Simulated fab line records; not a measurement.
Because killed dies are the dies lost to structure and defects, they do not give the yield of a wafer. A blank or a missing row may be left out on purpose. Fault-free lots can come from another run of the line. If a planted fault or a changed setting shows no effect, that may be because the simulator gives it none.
Struck lot and sound lot, side by side | flow sky130 | 25 steps out of a route of 708
Sound: wafers L239.2, L239.3, L239.4. Wafers struck: L242.1, L242.2, L242.6. The cause comes at the end.
Order at every step that has rows: each side's tool, ch and its chambers, its first start. Under that, the readings that differ: sound wafers | struck wafers | difference of the means | sigmas: that difference in standard deviations of wafers without a fault.
alike: same words and numbers on both sides, and readings whose means sit less than 2 such deviations apart. not compared: any withheld reading, any reading some wafer has no value for, any bound like >300 that may hide the same value, and any number with overlapping values for which the record gives no deviation.
A row with sigmas, a row that says differs or no value, or rows on one side alone: a step with any of these is where the two part. Non-overlapping numbers with no deviation appear without sigmas and do not part them. A reading that every wafer of one side lacks parts them only if that side has two wafers or more.

first, 1 step without rows for these wafers: SKY_VIA2_SPUTTER_20 (material TiN, target thk 20 nm, time 80 s).
SKY_VIA2_CVD_21: deposits W, target thk 420 nm, time 126.4 s.
  sound on cvd_w-01 ch 0,1, day 37 15:13; struck on cvd_w-01 ch 0,1, day 38 09:25
  alike: heater_power_w
SKY_VIA2_RS_MEAS_22: measures by four-point-probe.
  sound on film_metro-01 at day 37 15:22; struck on film_metro-01 at day 38 09:33
  alike: VIA2_W_RS
SKY_VIA2_THK_MEAS_23: measures by xrf.
  sound on film_metro-01 at day 37 15:29; struck on film_metro-01 at day 38 09:40
  alike: VIA2_W_THK
SKY_VIA2_CMP_24: polishes, stops on SiO2, t overpolish 20 s, target thk 0 nm.
  sound on cmp-01 ch 1,2,3, day 37 15:32; struck on cmp-01 ch 0,3, day 38 09:44
  reading              | sound                | struck               | difference | sigmas
  overpolish_run_s (s) | 19.978 20.009 19.986 | 20.014 20.009 20.007 | +0.019     | +2
  alike: motor_current_A, slurry_flow_ml_min, time_to_endpoint_s
then, 1 step without rows for these wafers: SKY_METAL3_SPUTTER_00 (material Ti, target thk 15 nm, time 10 s).
SKY_METAL3_SPUTTER_01: material TiN, target thk 20 nm, time 16.7 s.
  sound on pvd_sputter-04 at day 37 15:51; struck on pvd_sputter-03 at day 38 10:03
  alike: cathode_dc_power_W, chamber_pressure_pa, throttle_valve_pct
SKY_METAL3_SPUTTER_02: material AlCu, target thk 735 nm, time 39.1 s.
  sound on pvd_sputter-04 at day 37 15:53; struck on pvd_sputter-03 at day 38 10:05
  alike: cathode_dc_power_W, chamber_pressure_pa, throttle_valve_pct
then, 3 steps without rows for these wafers: SKY_METAL3_SPUTTER_03 (material Ti, target thk 5 nm, time 3.3 s); SKY_METAL3_SPUTTER_04 (material TiN, target thk 70 nm, time 58.3 s); SKY_CAPM_CVD_00 (deposits SiO2, target thk 15.5 nm).
SKY_CAPM_THK_MEAS_01:
  sound on film_metro-03 at day 37 16:01; struck on film_metro-03 at day 38 10:12
  alike: CAPM_CVD_00_THK
SKY_CAPM_SPUTTER_02: material TiN, target thk 200 nm, time 166.7 s.
  sound on pvd_sputter-03 at day 37 16:04; struck on pvd_sputter-01 at day 38 10:16
  no value came back on the struck wafers for cathode_dc_power_W (W), chamber_pressure_pa (Pa), throttle_valve_pct (%); on the sound wafers cathode_dc_power_W (W) reads 6500.4 6501.4 6501.5
SKY_CAPM_RS_MEAS_03: measures by four-point-probe.
  sound on film_metro-01 at day 37 16:12; struck on film_metro-01 at day 38 10:22
  reading              | sound          | struck | difference                    | sigmas
  CAPM_TIN_RS (ohm/sq) | 6.88 6.83 6.91 | - - -  | no value on the struck wafers |
SKY_CAPM_THK_MEAS_04: measures by xrf.
  sound on film_metro-01 at day 37 16:19; struck on film_metro-01 at day 38 10:29
  reading           | sound       | struck   | difference | sigmas
  CAPM_TIN_THK (nm) | 200 201 199 | <0 <0 <0 | differs    |
then, 7 steps without rows for these wafers: SKY_CAPM_DEHYDRATE_05 (time 60 s); SKY_CAPM_HMDS_06 (prime time 60 s); SKY_CAPM_COAT_07 (resist thk 1140 nm); SKY_CAPM_SOFTBAKE_08 (time 60 s); SKY_CAPM_EXPOSE_09 (exposes mask CAPM, target cd 1000 nm); SKY_CAPM_PEB_10; SKY_CAPM_DEVELOP_11 (develop time 60 s).
SKY_CAPM_OVL_MEAS_12:
  sound on overlay-01 at day 38 17:09; struck on overlay-02 at day 39 10:56
  alike: CAPM_OVL
SKY_CAPM_METAL_ETCH_13: etches TiN in Cl2/BCl3, stops on SiO2, target depth 220 nm, time 62.9 s.
  sound on rie_metal-01 ch 0,1, day 38 17:11; struck on rie_metal-03 ch 0,1, day 39 10:59
  reading                | sound                | struck               | difference | sigmas
  oes_product_au (a.u.)  | 0.944 0.952 0.941    | 0.383 0.378 0.378    | -0.566     | -72
  throttle_valve_pct (%) | 21.898 21.904 21.903 | 22.264 22.245 22.267 | +0.357     | +36
  alike: drypump_motor_current_A, rf_fwd_power_W
  not compared: rf_hours_counter_h
SKY_CAPM_STRIP_14: strips in O2/N2.
  sound on plasma_asher-01 ch 0,1, day 38 17:16; struck on plasma_asher-02 ch 0,1, day 39 11:04
  alike: drypump_motor_current_A, oes_product_au, strip_time_to_endpoint_s
  not compared: rf_hours_counter_h

## WHERE THEY PART
Last at SKY_CAPM_METAL_ETCH_13 as far as this record goes, first at SKY_VIA2_CMP_24. Later steps at which nothing parts them and some readings are alike: SKY_CAPM_STRIP_14.

WHY: the cause the simulator had injected
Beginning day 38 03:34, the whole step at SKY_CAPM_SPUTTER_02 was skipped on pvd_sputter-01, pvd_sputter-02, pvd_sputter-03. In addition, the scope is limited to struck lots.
